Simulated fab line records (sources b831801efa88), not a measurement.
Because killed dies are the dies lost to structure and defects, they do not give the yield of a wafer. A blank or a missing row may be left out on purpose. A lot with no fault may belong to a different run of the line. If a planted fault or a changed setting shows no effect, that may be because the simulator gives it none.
What tool caused it? | flow gf180mcu | 10 lots, 30 wafers sampled, at 4 steps of a route of 602

== WHAT THE GAUGES READ, wafer by wafer ==
GF_PASSIVATION_THK_MEAS_01.
lot  | measured     | on            | PASSIVATION_CVD_00_THK (nm)
L834 | day 29 08:44 | film metro-04 | 1000 1006 1009
L838 | day 30 16:54 | film metro-02 | 1004 1008 1009
L844 | day 31 23:24 | film metro-01 | 1011 1009 1022
L845 | day 32 04:01 | film metro-04 | 1014 1014 1032
L849 | day 33 08:44 | film metro-02 | 973 1007 1003
L851 | day 33 18:34 | film metro-04 | 666 641 1027
L852 | day 34 01:34 | film metro-01 | 1021 1006 1022
L853 | day 34 06:42 | film metro-01 | 1006 1015 638
L854 | day 34 16:37 | film metro-04 | 1016 1022 1034
L856 | day 34 22:39 | film metro-02 | 1006 1002 1004

== WHICH TOOL RAN EACH LOT (tool, then ch and the chambers of the sampled wafers, then the start) ==
lot  | GF_V5_ETCH_16                      | GF_TOP_METAL_SPUTTER_00      | GF_PASSIVATION_CVD_00
L834 | rie diel-01 ch 1,3, day 28 10:00   | pvd sputter-02, day 28 11:31 | pecvd-04 ch 0,1,2, day 29 08:39
L838 | rie diel-01 ch 1,3, day 29 19:03   | pvd sputter-03, day 29 20:28 | pecvd-02 ch 0,1, day 30 16:49
L844 | rie diel-02 ch 0,1,2, day 31 03:08 | pvd sputter-03, day 31 04:35 | pecvd-01 ch 1,2, day 31 23:19
L845 | rie diel-03 ch 0,1,2, day 31 08:20 | pvd sputter-04, day 31 09:43 | pecvd-04 ch 0,1, day 32 03:56
L849 | rie diel-01 ch 0,1,3, day 32 13:26 | pvd sputter-02, day 32 15:07 | pecvd-01 ch 0,1,2, day 33 08:40
L851 | rie diel-03 ch 0,1,2, day 33 00:44 | pvd sputter-03, day 33 02:07 | pecvd-01 ch 0,2, day 33 18:28
L852 | rie diel-03 ch 0,1,2, day 33 07:25 | pvd sputter-04, day 33 08:50 | pecvd-04 ch 0,1,2, day 34 01:28
L853 | rie diel-02 ch 1,2,3, day 33 12:01 | pvd sputter-03, day 33 13:28 | pecvd-01 ch 0,1,2, day 34 06:37
L854 | rie diel-01 ch 1,2, day 33 22:13   | pvd sputter-02, day 33 23:40 | pecvd-02 ch 0,1,2, day 34 16:25
L856 | rie diel-01 ch 0,2,3, day 34 04:57 | pvd sputter-04, day 34 06:22 | pecvd-04 ch 0,1,2, day 34 22:33
- GF_V5_ETCH_16: etches BARC in N2/H2.
- GF_TOP_METAL_SPUTTER_00: material Ti, target thk 37.5 nm, time 150 s.
- GF_PASSIVATION_CVD_00: deposits SiO2 from TEOS, target thk 1000 nm, time 111.95 s.

== THE ANSWER, worked out from the rows above alone ==
Rule: usual is defined by the lots themselves. The widest of any qualifying gaps counts: lots, ordered by their means at a reading, are off when they make up no more than a third of the lots, leave a main group of 4 or more, and stand apart from it by 3 or more times the standard deviation of that group's means. A main group is skipped when, at the precision printed for the reading in the tables above, its means are all equal. Also off: a lot with no number at a reading for which 4 or more lots have one. All remaining lots with rows at the step are treated as sound.
Off: L851, L853, at GF_PASSIVATION_THK_MEAS_01 (PASSIVATION_CVD_00_THK). The main group: mean 1011 nm, standard deviation 9.1.
A tool fits if, at a process step before that reading, it ran every lot that is off, and no sound lot after the first of them. The gauges at GF_PASSIVATION_THK_MEAS_01 are tried like those tools. 2 tools fit, pvd sputter-03 at GF_TOP_METAL_SPUTTER_00 and pecvd-01 at GF_PASSIVATION_CVD_00, so this cannot tell which one it is.

== WHAT WAS PUT IN BY THE SIMULATOR ==
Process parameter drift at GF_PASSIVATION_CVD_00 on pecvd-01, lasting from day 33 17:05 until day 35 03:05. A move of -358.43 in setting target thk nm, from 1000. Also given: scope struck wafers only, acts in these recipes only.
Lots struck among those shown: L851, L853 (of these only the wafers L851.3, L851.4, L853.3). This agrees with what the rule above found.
